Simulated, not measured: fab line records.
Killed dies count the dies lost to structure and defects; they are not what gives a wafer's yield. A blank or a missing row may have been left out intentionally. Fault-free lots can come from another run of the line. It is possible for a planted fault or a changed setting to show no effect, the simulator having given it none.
Comparing a struck lot with a sound one || flow sky130 || 14 out of 708 route steps
Sound: the wafers L296.1, L296.2, L296.6. Wafers L306.1, L306.2, L306.6 were the ones struck. At the end, the cause is stated.
At each step with rows: each side's tool, then ch and its chambers, then its first start. Under that, the readings that differ: sound wafers || struck wafers || difference of the means || sigmas: that difference in standard deviations of wafers without a fault.
alike: readings with means less than 2 such deviations apart, plus words and numbers identical on both sides. not compared: withheld readings, readings lacking a value on some wafer, bounds such as >300 that could conceal the same value, and numbers that have no deviation in the record and whose values overlap.
Wherever a step has rows on one side only, a row that says differs or no value, or a row with sigmas, the two part there. Numbers that don't overlap but have no deviation are shown without sigmas and don't part them. A reading that every wafer of one side lacks parts them only if that side has two wafers or more.

SKY_VIA1_CD_MEAS_12: target cd 150 nm.
  sound on cdSem-01 at day 37 18:01; struck on cdSem-02 at day 39 16:59
  alike: cdNm
SKY_VIA1_OVL_MEAS_13:
  sound on overlay-01 at day 37 18:08; struck on overlay-02 at day 39 17:06
  alike: VIA1_OVL
SKY_VIA1_ETCH_14: etches BARC in N2/H2, stops on SiO2, time 45.9 s, target depth 60 nm.
  sound on rieDiel-04 ch 0,2, day 37 18:11; struck on rieDiel-04 ch 1,2,3, day 39 17:08
  alike: biasW, drypumpMotorCurrentA, oesProductAu, throttleValvePct
  not compared: rfHoursCounterH
SKY_VIA1_ETCH_15: etches SiO2 in C4F8/O2/Ar, stops on TiN, target depth 351 nm, time 54 s.
  sound on rieDiel-04 ch 0,2, day 37 18:13; struck on rieDiel-04 ch 1,2,3, day 39 17:11
  alike: biasW, oesProductAu
  not compared: rfHoursCounterH
SKY_VIA1_STRIP_16: strips in O2/N2.
  sound on plasmaAsher-02 ch 0,1, day 37 18:16; struck on plasmaAsher-04 ch 0,1, day 39 17:13
  alike: drypumpMotorCurrentA, oesProductAu, stripTimeToEndpointS
  not compared: rfHoursCounterH
then, 3 steps without rows for these wafers: SKY_VIA1_STRIP_17 (strips in post etch residue remover, time 1200 s); SKY_VIA1_CLEAN_18 (cleans in IPA, time 180 s); SKY_VIA1_CLEAN_19 (cleans in O3/DIW).
SKY_VIA1_SPUTTER_20: material TiN, target thk 20 nm, time 80 s.
  sound on pvdSputter-02 at day 37 18:54; struck on pvdSputter-02 at day 39 17:49
  alike: throttleValvePct
SKY_VIA1_CVD_21: deposits W, target thk 270 nm, time 80.902 s.
  sound on cvdW-02 ch 0,1, day 37 18:58; struck on cvdW-01 ch 0,1, day 39 17:53
{"reading": "heaterPowerW (W)", "sound": "977 967 961", "struck": "867 841 840", "difference": -119, "sigmas": -3}
  alike: heaterPowerOuterW
SKY_VIA1_RS_MEAS_22: measurement is done with a four-point probe.
  sound on filmMetro-02 at day 37 19:03; struck on filmMetro-01 at day 39 17:59
{"reading": "VIA1_W_RS (ohm/sq)", "sound": "0.425 0.417 0.421", "struck": "0.434 0.431 0.429", "difference": "+0.010", "sigmas": "+2"}
SKY_VIA1_THK_MEAS_23: measures by xrf.
  sound on filmMetro-02 at day 37 19:10; struck on filmMetro-01 at day 39 18:06
  alike: VIA1_W_THK
SKY_VIA1_CMP_24: polishes, stops on SiO2, t overpolish 15 s, target thk 0 nm.
  sound on cmp-02 ch 0,1,2, day 37 19:20; struck on cmp-02 ch 1,2,3, day 39 18:13
  no value came back on the struck wafers for any of 5 readings (edgeZonePressureFrac, headPressurePsi (psi) and others); on the sound wafers edgeZonePressureFrac reads 1.003 0.996 1.005
{"reading": "model.W_of_VIA1_CVD_21.thkNm (nm)", "sound": "0 0 0", "struck": "265.7 267.3 268.1", "difference": "+267.0", "sigmas": ""}
  not compared: model.SiO2_of_VIA1_HDPCVD_00.thkNm
-- the record jumps here: 10 days lie between the struck wafers' starts before and after (it left off in module VIA1 and takes up again in module PAD_OPEN, whose first step shown is number 708 of the route) --
SKY_PAD_OPEN_PROBE_99:
  sound on prober-01 at day 48 16:47; struck on prober-02 at day 50 03:43
{"reading": "defectLimitedYield (%)", "sound": "84.1 82.9 78.7", "struck": "0 0 0", "difference": -82, "sigmas": -41}
{"reading": "killed_at_M0_to_M3", "sound": "38 42 57", "struck": "438 463 455", "difference": "+406", "sigmas": "+53"}
{"reading": "killedDies", "sound": "78 84 105", "struck": "492 492 492", "difference": "+403", "sigmas": "+41"}
{"reading": "killedOnRim", "sound": "14 14 15", "struck": "96 96 96", "difference": "+82", "sigmas": "+23"}
{"reading": "sort_bin_3_pad_short (%)", "sound": "1.6 1.0 0.8", "struck": "82.7 85.4 84.1", "difference": "+82.9", "sigmas": "+99 or more"}
{"reading": "sortNPass", "sound": "414 408 387", "struck": "0 0 0", "difference": -403, "sigmas": -41}
{"reading": "sortYieldPct (%)", "sound": "84.1 82.9 78.7", "struck": "0 0 0", "difference": -82, "sigmas": -41}
  alike: killed_at_M4_up, killedAtContacts, killedAtFrontEnd, killedAtOther, killedOpen, killedShort, sort_bin_5_function, sort_bin_6_memory

## WHERE THEY PART
At SKY_VIA1_CVD_21 first; at SKY_PAD_OPEN_PROBE_99 last (within this record only).

WHY: what had been put in by the simulator
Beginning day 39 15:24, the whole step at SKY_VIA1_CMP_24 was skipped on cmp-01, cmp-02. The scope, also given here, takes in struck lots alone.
